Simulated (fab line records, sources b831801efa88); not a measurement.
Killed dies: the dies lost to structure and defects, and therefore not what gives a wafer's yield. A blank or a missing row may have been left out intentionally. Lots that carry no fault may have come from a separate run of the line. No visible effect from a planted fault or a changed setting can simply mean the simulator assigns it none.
The same fault as seen by 2 desks    flow sky130    numbers are kept per desk, each desk with only its own; the story behind them comes last

== TOOL OWNER'S DESK, rie_diel-01 ==
The tool's own readings at SKY_VIA1_ETCH_14 (etches BARC in N2/H2, stops on SiO2, time 45.9 s, target depth 60 nm): means of the sampled wafers that have a number, for each lot that ran on this tool. If a lot's mean is further than 4 standard deviations from the usual mean, the lot is out of limits and carries the mark OUT (the distance appears in the brackets).
Columns: A = bias_w at SKY_VIA1_ETCH_14, usual 100.00 W; B = drypump_motor_current_A at SKY_VIA1_ETCH_14, usual 5.5 A; C = oes_product_au at SKY_VIA1_ETCH_14, usual 0.854 a.u.; D = throttle_valve_pct at SKY_VIA1_ETCH_14, usual 13.226 %
lot   first seen here  A                B    C      D
L835  day 37 07:09     99.97            5.5  0.856  13.219
L840  day 38 12:39     94.17 (-19) OUT  5.6  0.856  13.236
L842  day 39 14:30     94.16 (-19) OUT  5.5  0.855  13.224
This desk's finding: out of limits on L840, L842; first on L840, day 38 12:39 (bias_w at SKY_VIA1_ETCH_14). L835 stayed within limits.

== THE METROLOGY DESK ==
Lot by lot, what the gauges showed, no matter which tool ran the lot: averages of those sampled wafers that carry a number. If a lot's mean is further than 4 standard deviations from the usual mean, the lot is out of limits and carries the mark OUT (the distance appears in the brackets).
Columns: A = METAL1_ALCU_THK at SKY_METAL1_THK_MEAS_06, usual 249.5 nm; B = METAL1_OVL at SKY_METAL1_OVL_MEAS_16, usual -6 nm
lot   first seen here  A      B
L828  day 31 06:11     254.3  -10
L831  day 34 07:43     249.3  -3
L833  day 34 17:35     247.3  1
L835  day 35 00:07     247.1  -9
L834  day 35 02:34     245.9  -3
L840  day 36 07:14     247.2  -11
L842  day 37 09:46     246.9  -6
L844  day 37 21:56     254.9  -11
L847  day 38 06:32     246.2  -5
L849  day 38 15:14     252.7  -6
L848  day 38 20:06     252.0  -0
L850  day 38 23:44     249.5  -3
This desk found nothing out of limits on any of the 12 lots.

== ALL TOGETHER ==
At day 38 12:39, on L840, L842, the tool owner's desk was in a position to raise an alarm.
From the metrology desk's view, nothing was out of limits.
The metrology desk holds a record of L840, L842, inside its limits.
All the named lots went through SKY_VIA1_ETCH_14 on rie_diel-01.

== WHAT THE SIMULATOR HAD PUT IN ==
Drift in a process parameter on rie_diel-01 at SKY_VIA1_ETCH_14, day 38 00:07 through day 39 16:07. From 100, the setting bias_w moved by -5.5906. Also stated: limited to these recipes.
Shown lots that were struck: L840, L842.
Hours from the fault's start to each desk's first reading out of limits: the tool owner's desk, 13.
